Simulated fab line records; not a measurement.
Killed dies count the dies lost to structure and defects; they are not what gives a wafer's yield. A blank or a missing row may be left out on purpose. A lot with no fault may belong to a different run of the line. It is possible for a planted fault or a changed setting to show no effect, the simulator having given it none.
fab line records -- flow sky130
record: lots: 5, wafers: 15, last_day: 48
route steps=708 shown CONTACT@413 METAL1@434 PAD_OPEN@708
lots that met no fault: from a run of the same line without faults
start_h: hours from the record's opening day to when the first of the lot's shown wafers began -- wait_h: hours elapsed since this lot's preceding step -- " the same as in the row above -- L1.1+2: a row that stands for several wafers -- - no value present, or no start provided -- * or withheld: withheld -- < > ~ a bound
route shown NAME@n: NAME is a module with steps in the file, n the number in the route of the first one -- usual: mean/standard deviation of fault-free wafers -- same: alike in all rows -- chamber/n: place in a boat -- sites: the reading at each site -- _std_site: the values' standard deviation -- _edge_site: the outer-site mean with the inner-site mean subtracted -- radius_mm: for every site, how far away it sits from the centre of the wafer -- mask NAME#n: copy n -- behind: tool/chamber where the wafer was last shaped -- hold: why the lot was held/for how many hours/how that ended -- device: which transistor (n, p or np) failed to switch -- end of line: at the end of the route, the tests of the same wafers -- a step given without rows: its recipe and nothing more -- killed: at the first sort, the dies lost to defects and structure; wafer yield is something else -- map: shows each die of a wafer: x if killed, . if not, _ if none is there
set.NAME: setting as actually run; set.NAME@STEP: the setting as run at that earlier step -- model.NAME: the simulator's own value behind a step, which no gauge read
lots at some steps of the route; a table a step, a row a wafer
== steps ==
step: SKY_CONTACT_HMDS_07
recipe: prime_time_s: 60, prime_temp_c: 120
step: SKY_CONTACT_COAT_08
recipe: resist: BARC, temp_c: withheld, time_s: withheld, spin_rpm: 3000, resist_thk_nm: 60
step: SKY_CONTACT_COAT_09
recipe: resist: KrF-thick, spin_rpm: 3000, resist_thk_nm: 450
step: SKY_CONTACT_SOFTBAKE_10
recipe: temp_c: 100, time_s: 90, resist: KrF-thick
step: SKY_CONTACT_EXPOSE_11
recipe: mask_id: CTM1, na: 0.8, source_shape: annular, sigma_inner: 0.55, sigma_outer: 0.85, target_cd_nm: 170, dose_mj: 38
step: SKY_CONTACT_PEB_12
recipe: peb_temp_c: withheld, peb_time_s: withheld, resist: KrF-thick
step: SKY_CONTACT_DEVELOP_13
recipe: develop_time_s: 60, resist: KrF-thick, dev_temp_c: 21
step: SKY_CONTACT_ETCH_16
recipe: chemistry: N2/H2, target: BARC, ion_energy_ev: 200, source_w: 500, bias_w: 100, pressure_mtorr: 30, n2_flow_sccm: 100, h2_flow_sccm: 200, stop_on: SiO2, time_s: 45.9, target_depth_a: 600
step: SKY_CONTACT_ETCH_17
recipe: target: SiO2, chemistry: C4F8/O2/Ar, stop_on: Si3N4, mask_material: KrF-thick, source_w: 1500, bias_w: 1200, pressure_mtorr: 40, c4f8_flow_sccm: withheld, O2_flow_sccm: 6, Ar_flow_sccm: 300, time_s: withheld, target_depth_a: 3400
step: SKY_CONTACT_ETCH_18
recipe: target: Si3N4, chemistry: CHF3/O2, stop_on: TiN, source_w: 600, bias_w: 200, pressure_mtorr: 40, chf3_flow_sccm: 50, O2_flow_sccm: 5, time_s: 39, target_depth_a: 750
step: SKY_CONTACT_STRIP_19
recipe: chemistry: O2/N2, power_w: 1400, pressure_mtorr: 1500, platen_temp_c: withheld, o2_flow_sccm: 3000, n2_flow_sccm: 300, overash_fraction: 0.5
usual: drypump_motor_current_A: 5.8/0.34, oes_product_au: 0.381/0.0052, strip_time_to_endpoint_s: 3.618/0.03
same: overash_fraction: 0.5
lot.wafer,tool,chamber,start_h,wait_h,drypump_motor_current_A,oes_product_au,rf_hours_counter_h,strip_time_to_endpoint_s
L692.1,plasma_asher-01,0,780.04,-,5.5,0.386,38,3.632
L692.2,plasma_asher-01,1,780.04,-,5.4,0.388,38,3.594
L692.3,plasma_asher-01,1,780.04,-,5.4,0.380,-,3.575
L694.1,plasma_asher-04,1,795.24,-,6.4,0.377,97,3.627
L694.3,plasma_asher-04,1,795.24,-,6.3,0.385,-,3.595
L694.4,plasma_asher-04,0,795.24,-,5.8,0.390,-,3.621
L699.2,plasma_asher-04,0,840.00,-,5.7,0.372,102,3.608
L699.4,plasma_asher-04,0,840.00,-,5.7,0.383,-,3.672
L699.5,plasma_asher-04,1,840.00,-,6.4,0.375,-,3.634
L701.1,plasma_asher-04,0,845.15,-,5.8,0.383,103,3.639
L701.2,plasma_asher-04,1,845.15,-,6.3,0.388,103,3.611
L701.6,plasma_asher-04,1,845.15,-,6.4,0.377,-,3.622
L702.2,plasma_asher-04,1,849.32,-,6.4,0.375,103,3.603
L702.5,plasma_asher-04,1,849.32,-,6.4,0.383,-,3.599
L702.6,plasma_asher-04,0,849.32,-,5.8,0.383,-,3.617
step: SKY_CONTACT_STRIP_20
recipe: chemistry: post_etch_residue_remover, time_s: 1200, temp_c: 72.5
step: SKY_CONTACT_CLEAN_21
recipe: chemistry: IPA, time_s: 180, temp_c: 25
step: SKY_CONTACT_CLEAN_22
recipe: chemistry: O3/DIW, dry: n2_spin
step: SKY_CONTACT_SPUTTER_23
recipe: material: TiN, target_thk_nm: 20, chamber_pressure_pa: 5, power_w: 4000, time_s: 80
step: SKY_CONTACT_CVD_24
recipe: material: W, target_thk_nm: 340, time_s: 102.12, temp_c: 400, pressure_torr: 40
step: SKY_CONTACT_CMP_27
recipe: stop_on: SiO2, t_overpolish_s: 15, down_force_psi: 3.5, platen_rpm: 60, target_thk_nm: 0, pad_velocity_m_s: 0.94248
step: SKY_METAL1_SPUTTER_00
recipe: material: Ti, target_thk_nm: 15, power_w: 3000, time_s: 10, chamber_pressure_pa: 0.4
step: SKY_METAL1_SPUTTER_01
recipe: material: TiN, target_thk_nm: 20, power_w: 6500, time_s: 16.7, chamber_pressure_pa: 0.4
step: SKY_METAL1_SPUTTER_02
recipe: material: AlCu, target_thk_nm: 250, power_w: 10600, time_s: 13.3, chamber_pressure_pa: 0.4
step: SKY_METAL1_SPUTTER_03
recipe: material: Ti, target_thk_nm: 5, power_w: 3000, time_s: 3.3, chamber_pressure_pa: 0.4
step: SKY_METAL1_SPUTTER_04
recipe: material: TiN, target_thk_nm: 70, power_w: 6500, time_s: 58.3, chamber_pressure_pa: 0.4
step: SKY_METAL1_DEHYDRATE_07
recipe: temp_c: 200, time_s: 60
step: SKY_METAL1_HMDS_08
recipe: prime_time_s: 60, prime_temp_c: 120
step: SKY_METAL1_COAT_09
recipe: resist: BARC, temp_c: withheld, time_s: withheld, spin_rpm: 3000, resist_thk_nm: 60
step: SKY_METAL1_COAT_10
recipe: resist: KrF-thick, spin_rpm: 3000, resist_thk_nm: 450
step: SKY_METAL1_SOFTBAKE_11
recipe: temp_c: 100, time_s: 90, resist: KrF-thick
step: SKY_METAL1_EXPOSE_12
recipe: mask_id: MM1, na: 0.8, source_shape: annular, sigma_inner: 0.55, sigma_outer: 0.85, target_cd_nm: 140, dose_mj: 28
step: SKY_METAL1_PEB_13
recipe: peb_temp_c: withheld, peb_time_s: withheld, resist: KrF-thick
step: SKY_METAL1_DEVELOP_14
recipe: develop_time_s: 60, resist: KrF-thick, dev_temp_c: 21
step: SKY_METAL1_DESCUM_17
recipe: chemistry: O2, source_power_w: 150, bias_power_w: 0, pressure_mtorr: 10, temp_c: 40, time_s: 8
step: SKY_METAL1_ETCH_18
recipe: chemistry: N2/H2, target: BARC, ion_energy_ev: 200, bias_w: 100, pressure_mtorr: 30, n2_flow_sccm: 100, h2_flow_sccm: 200, icp_w: 500, stop_on: SiO2, time_s: 45.9, target_depth_a: 600
step: SKY_METAL1_METAL_ETCH_19
recipe: target_depth_a: 3600, stop_on: SiO2, over_etch_frac: 0.3, time_s: 78, chemistry: Cl2/BCl3, resist_sidewall_deg: 88, pressure_mtorr: 10, icp_w: 900, bias_w: 48.5, Cl2_flow_sccm: 60, bcl3_flow_sccm: 30
step: SKY_METAL1_STRIP_20
recipe: chemistry: O2/N2, power_w: 1400, pressure_mtorr: 1500, platen_temp_c: withheld, o2_flow_sccm: 3000, n2_flow_sccm: 300, overash_fraction: 0.5
step: SKY_PAD_OPEN_PROBE_99
usual: killed_at_M0_to_M3: 43/6.8, killed_at_M4_up: 3.0/1.6, killed_at_contacts: 25/6, killed_at_front_end: 15/4.4, killed_at_other: 0.3/0.52, killed_dies: 86/9.6, killed_open: 47/6.7, killed_short: 39/6.8
same: gross_dies: 492, killed_at_back_side: 0
lot.wafer,tool,chamber,start_h,wait_h,killed_at_M0_to_M3,killed_at_M4_up,killed_at_contacts,killed_at_front_end,killed_at_other,killed_dies,killed_open,killed_short
L692.1,prober-02,-,1109.00,0.1,50,2,25,17,1,95,53,42
L692.2,prober-02,-,1109.05,0.1,37,3,47,18,0,105,64,41
L692.3,prober-02,-,1109.10,0.2,34,3,21,17,1,76,39,37
L694.1,prober-01,-,1121.06,0.1,43,1,27,11,0,82,45,37
L694.3,prober-01,-,1121.16,0.2,48,2,24,11,0,85,44,41
L694.4,prober-01,-,1121.21,0.2,42,3,28,9,1,83,43,40
L699.2,prober-02,-,1155.90,0.1,29,2,80,11,0,122,37,33
L699.4,prober-02,-,1156.00,0.2,41,6,71,9,0,127,37,35
L699.5,prober-02,-,1156.05,0.2,37,2,20,12,0,71,45,26
L701.1,prober-01,-,1158.30,0.1,32,3,89,13,0,137,40,41
L701.2,prober-01,-,1158.35,0.1,46,4,31,15,0,96,52,44
L701.6,prober-01,-,1158.55,0.2,42,3,24,15,0,84,44,40
L702.2,prober-02,-,1160.03,0.1,29,1,30,11,0,71,34,37
L702.5,prober-02,-,1160.18,0.2,43,3,26,13,0,85,45,40
L702.6,prober-02,-,1160.23,0.2,36,2,75,8,1,122,26,37
killed by level:class
L692.1 CONTACT:geometric_particle:open=14 VIA1:geometric_particle:open=14 POLY_GATE:geometric_particle:short=7 VIA3:geometric_particle:open=7 VIA2:geometric_particle:open=7 METAL1:geometric_particle:short=6 LI_CONTACT:geometric_particle:open=5 METAL2:geometric_particle:short=5
L692.2 CONTACT:geometric_particle:open=17 CONTACT:geometric_particle:short=11 LI_CONTACT:geometric_particle:open=10 VIA3:geometric_particle:open=8 POLY_GATE:geometric_particle:open=7 VIA1:geometric_particle:open=7 POLY_GATE:geometric_particle:short=6 VIA2:geometric_particle:open=6
L692.3 LI_CONTACT:geometric_particle:open=9 VIA2:geometric_particle:open=9 METAL2:geometric_particle:short=7 FIELD_ISO:geometric_particle:short=5 POLY_GATE:geometric_particle:short=5 VIA1:geometric_particle:open=5 CONTACT:geometric_particle:open=4 LOCAL_INTERCONNECT:geometric_particle:short=3
L694.1 VIA1:geometric_particle:open=10 CONTACT:geometric_particle:open=9 METAL1:geometric_particle:short=6 LI_CONTACT:geometric_particle:open=5 VIA1:geometric_particle:short=5 METAL2:geometric_particle:short=5 LOCAL_INTERCONNECT:geometric_particle:short=4 CONTACT:geometric_particle:short=4
L694.3 VIA1:geometric_particle:open=14 VIA2:geometric_particle:open=9 CONTACT:geometric_particle:short=8 METAL3:geometric_particle:short=6 METAL1:geometric_particle:short=6 LI_CONTACT:geometric_particle:open=5 POLY_GATE:geometric_particle:short=4 CONTACT:geometric_particle:open=4
L694.4 VIA1:geometric_particle:open=10 LI_CONTACT:geometric_particle:open=9 METAL1:geometric_particle:short=9 CONTACT:geometric_particle:short=8 CONTACT:geometric_particle:open=8 VIA3:geometric_particle:open=7 METAL2:geometric_particle:short=5 METAL3:geometric_particle:short=5
L699.2 CONTACT:unspecified=52 CONTACT:geometric_particle:open=9 VIA1:geometric_particle:open=9 LI_CONTACT:geometric_particle:short=6 LOCAL_INTERCONNECT:geometric_particle:short=6 VIA2:geometric_particle:open=5 POLY_GATE:geometric_particle:short=4 LI_CONTACT:geometric_particle:open=4
L699.4 CONTACT:unspecified=55 VIA2:geometric_particle:open=8 CONTACT:geometric_particle:open=7 METAL1:geometric_particle:short=6 VIA1:geometric_particle:open=6 VIA3:geometric_particle:open=6 METAL4:geometric_particle:short=5 METAL2:geometric_particle:short=5
L699.5 CONTACT:geometric_particle:open=12 VIA1:geometric_particle:open=9 METAL2:geometric_particle:short=6 VIA3:geometric_particle:open=6 VIA2:geometric_particle:open=6 VIA1:geometric_particle:short=5 LI_CONTACT:geometric_particle:open=4 FIELD_ISO:geometric_particle:short=3
L701.1 CONTACT:unspecified=56 LI_CONTACT:geometric_particle:open=9 VIA1:geometric_particle:open=9 CONTACT:geometric_particle:open=8 VIA1:geometric_particle:short=6 CONTACT:geometric_particle:short=5 LOCAL_INTERCONNECT:geometric_particle:short=5 FIELD_ISO:geometric_particle:short=4
L701.2 CONTACT:geometric_particle:open=11 VIA3:geometric_particle:open=9 VIA1:geometric_particle:open=7 CONTACT:geometric_particle:short=7 POLY_GATE:geometric_particle:open=6 METAL3:geometric_particle:short=6 LI_CONTACT:geometric_particle:open=5 LOCAL_INTERCONNECT:geometric_particle:short=5
L701.6 VIA1:geometric_particle:open=11 CONTACT:geometric_particle:open=7 METAL2:geometric_particle:short=7 LOCAL_INTERCONNECT:geometric_particle:short=6 VIA2:geometric_particle:open=6 METAL1:geometric_particle:short=5 POLY_GATE:geometric_particle:short=4 LI_CONTACT:geometric_particle:open=4
L702.2 CONTACT:geometric_particle:open=9 LI_CONTACT:geometric_particle:open=7 LOCAL_INTERCONNECT:geometric_particle:short=7 VIA1:geometric_particle:open=7 FIELD_ISO:geometric_particle:short=5 CONTACT:geometric_particle:short=4 VIA1:geometric_particle:short=4 VIA3:geometric_particle:open=4
L702.5 VIA1:geometric_particle:open=11 CONTACT:geometric_particle:open=10 METAL2:geometric_particle:short=8 CONTACT:geometric_particle:short=7 VIA3:geometric_particle:open=6 METAL1:geometric_particle:short=5 LI_CONTACT:geometric_particle:open=4 VIA2:geometric_particle:open=4
L702.6 CONTACT:unspecified=58 VIA1:geometric_particle:open=8 LI_CONTACT:geometric_particle:short=7 METAL1:geometric_particle:short=7 CONTACT:geometric_particle:open=4 VIA3:geometric_particle:short=4 CONTACT:geometric_particle:short=3 FIELD_ISO:geometric_particle:open=3
map L699.4 (x killed, . not)
__________....x....._________
________..x...x.x....._______
______......x.......x.x._____
_____......x..x...x......____
____.....x..x..xx.......x.___
___x.......x..........x....__
__...x.........x..........x._
_.......x.x....x......x......
_...xx.x...................x.
_...x.......x..x.....x....x..
_........x..x.x.....x.x....x.
_........xx.........xx.......
_x...x.x.....x...............
_.........x........x..x....x.
_........x.x.x..xx.........x.
__.xx.........xxxx......x.xx_
___...xx...xxxxxxx..x.x....__
____...xx..xxxxxxxx....x..___
_____....x.xxxxxxxxx.....____
______...xxxxxxxxxx...x._____
________..xxxxxxxxxx.._______
__________.xxxxxx.x._________
map L701.1 (x killed, . not)
__________.........._________
________x.xx..x......._______
______..x...x..x..xx...._____
_____x...x.......x.......____
____..x............x....x.___
___xx..........xx.......x..__
__..x.......x............x.._
_...........xx........x..x...
_.x........x.......xxx.......
_.x....x.......x.....x.....xx
_...........x.......x....xx..
_x...........x...xx.....x....
_...x.....xxx.......x.xx...x.
_......x......x.x...xx.......
_x.........x.............x...
__x..x.....xxxxx..xx..x....._
___...xxxxxxxxxxxx.x...x...__
____.......xxxxxxxxx......___
_____..xxxxxxxxxxxxxx....____
______...xxxxxxxxxx....x_____
________..xxxxxxxxx..._______
__________.x.xxxxxx._________
== key ==
first_sign: step: SKY_PAD_OPEN_PROBE_99, reading: killed_at_contacts, direction: up, sigmas: 9.1, usual: 25, struck: 79
effect: step: SKY_PAD_OPEN_PROBE_99, reading: killed_dies, direction: up, sigmas: 4.3, usual: 86, struck: 127
met_at SKY_CONTACT_STRIP_19
struck_wafers L699.2,L699.4,L701.1,L702.6
tester_left_out L699,L701,L702
onset_between 795.24 840.00
fault: kind: chamber_particle_source, tool: plasma_asher-04, chamber: 0, onset_h: 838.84, steps: SKY_CONTACT_STRIP_19, rate_per_visit_cm2: 1.3974, end_h: 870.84
tester_left_out: of these lots the tester's yield and bins aren't shown, on N5 and GAA mostly nor the transistor test; their killed dies are dies lost to structure and defects alone, not to doping, threshold or leakage, so they don't give the yield
